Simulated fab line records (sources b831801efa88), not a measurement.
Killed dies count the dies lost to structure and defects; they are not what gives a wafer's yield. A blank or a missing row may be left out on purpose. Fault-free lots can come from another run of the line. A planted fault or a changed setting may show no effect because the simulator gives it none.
Which of the tools did it? :: flow gf180mcu :: 6 lots (18 wafers sampled), 1 step of a 602-step route

== WHAT THE GAUGES SHOWED, per wafer ==
GF_V3_THK_MEAS_01.
lot: L453
measured: day 21 15:09
on: filmMetro-01
V3_CVD_00_THK (nm): 600 608 601

lot: L457
measured: day 23 06:31
on: filmMetro-02
V3_CVD_00_THK (nm): 604 586 595

lot: L459
measured: day 23 21:55
on: filmMetro-01
V3_CVD_00_THK (nm): 613 590 600

lot: L461
measured: day 24 17:14
on: filmMetro-01
V3_CVD_00_THK (nm): 591 591 602

lot: L463
measured: day 25 13:17
on: filmMetro-02
V3_CVD_00_THK (nm): 589 590 592

lot: L473
measured: day 28 03:28
on: filmMetro-02
V3_CVD_00_THK (nm): 605 610 610

== WHAT TOOL EACH LOT RAN ON (gives the tool, then ch and the chambers of the sampled wafers, and finally the start) ==
The record holds no process step before these readings.

== THE ANSWER, worked out from the rows above alone ==
Rule: the usual values come from the lots themselves. The widest of any qualifying gaps counts: lots, ordered by their means at a reading, are off when they make up no more than a third of the lots, leave a main group of 4 or more, and stand apart from it by 3 or more times the standard deviation of that group's means. A main group whose means are all the same, to the digits that the tables above print for the reading, isn't used. Also off: a lot with no number at a reading for which 4 or more lots have one. Any other lot the step has rows for is counted as sound.
Across all readings shown, no lot is off: no conclusion can be drawn from this.

== WHAT HAD BEEN PUT IN BY THE SIMULATOR ==
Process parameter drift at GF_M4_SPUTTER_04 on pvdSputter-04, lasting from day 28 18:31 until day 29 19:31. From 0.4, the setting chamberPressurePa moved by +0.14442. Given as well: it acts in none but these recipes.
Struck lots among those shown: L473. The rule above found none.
